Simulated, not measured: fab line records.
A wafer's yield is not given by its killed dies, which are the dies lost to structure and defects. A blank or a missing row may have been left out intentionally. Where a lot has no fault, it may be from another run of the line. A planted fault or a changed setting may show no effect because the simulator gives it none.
The same fault as seen by 2 desks + flow gf180mcu + each desk holds nothing but its own numbers, with what lay behind them at the end

AT THE TOOL OWNER'S DESK: rtp anneal-02
At GF_PSD_RTA_13 (time 20 s), the tool's own readings, given per lot that ran on this tool as the mean of the sampled wafers with a number. Any lot whose mean is over 4 standard deviations away from the usual mean is out of limits and marked OUT; that distance is given in the brackets.
Columns: A = anneal temp c max at GF_PSD_RTA_13, usual 1028.5; B = lamp power pct at GF_PSD_RTA_13, usual 36.38 %; C = run length s at GF_PSD_RTA_13, usual 48.5 s; D = wafer_temp_C_max at GF_PSD_RTA_13, usual 1029.1
| lot  | first seen here | A      | B     | C              | D      |
|------|-----------------|--------|-------|----------------|--------|
| L403 | day 14 21:50    | 1028.3 | 36.40 | 48.1           | 1027.9 |
| L412 | day 18 10:31    | 1028.1 | 36.41 | 62.8 (+41) OUT | 1026.9 |
| L413 | day 18 18:32    | 1027.9 | 36.43 | 62.7 (+40) OUT | 1027.7 |
| L420 | day 21 03:55    | 1029.0 | 36.39 | 48.2           | 1027.8 |
| L421 | day 21 08:46    | 1029.2 | 36.42 | 48.2           | 1026.9 |
| L424 | day 22 06:43    | 1028.7 | 36.44 | 48.2           | 1027.8 |
This desk's verdict: out of limits on L412, L413, starting with L412 at day 18 10:31 (run length s at GF_PSD_RTA_13). In limits: L403, L420, L421, L424.

FROM THE METROLOGY DESK
Lot by lot, what the gauges showed, no matter which tool ran the lot: averages of those sampled wafers that carry a number. Any lot whose mean is over 4 standard deviations away from the usual mean is out of limits and marked OUT; that distance is given in the brackets.
Columns: A = NSD_RS at GF_PSD_RS_MEAS_14, usual 46.15 ohm/sq; B = PSD_RS at GF_PSD_RS_MEAS_15, usual 109.05 ohm/sq; C = CONTACT_W_RS at GF_CONTACT_RS_MEAS_25, usual 0.386 ohm/sq; D = CONTACT_W_THK at GF_CONTACT_THK_MEAS_26, usual 286 nm
| lot  | first seen here | A               | B                | C     | D   |
|------|-----------------|-----------------|------------------|-------|-----|
| L402 | day 14 16:18    | 46.26           | 109.22           | 0.384 | 289 |
| L403 | day 14 21:55    | 46.21           | 109.03           | 0.383 | 290 |
| L405 | day 15 16:31    | 46.09           | 108.87           | 0.384 | 290 |
| L404 | day 15 22:01    | 46.06           | 108.87           | 0.381 | 286 |
| L411 | day 18 00:48    | 46.13           | 108.67           | 0.386 | 282 |
| L412 | day 18 10:36    | 43.29 (-34) OUT | 102.95 (-24) OUT | 0.381 | 288 |
| L413 | day 18 18:37    | 43.32 (-34) OUT | 103.14 (-24) OUT | 0.384 | 291 |
| L419 | day 20 13:42    | 46.19           | 109.54           | 0.385 | 285 |
| L420 | day 21 03:59    | 46.08           | 109.16           | 0.385 | 288 |
| L421 | day 21 08:51    | 46.08           | 108.86           | 0.382 | 289 |
| L422 | day 21 17:25    | 46.09           | 108.91           | 0.382 | 290 |
| L423 | day 22 01:32    | 46.18           | 109.22           | 0.391 | 281 |
| L424 | day 22 06:48    | 46.28           | 109.41           | 0.387 | 284 |
Finding of this desk: L412, L413 out of limits, first seen on L412 at day 18 10:36 (NSD_RS at GF_PSD_RS_MEAS_14). In limits: L402, L403, L405, L404, L411, L419, L420, L421, L422, L423, L424.

TAKEN TOGETHER
An alarm could have come from the tool owner's desk at day 18 10:31, on L412, L413.
L412, L413 would have let the metrology desk raise an alarm at day 18 10:36.
Every lot named ran GF_PSD_RTA_13 on rtp anneal-02.

WHAT THE SIMULATOR HAD INSERTED
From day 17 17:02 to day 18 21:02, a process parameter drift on rtp anneal-02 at GF_PSD_RTA_13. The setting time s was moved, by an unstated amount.
Struck lots among those shown: L412, L413.
Hours from the fault's start to each desk's first reading out of limits: the tool owner's desk, 17; the metrology desk, 18.
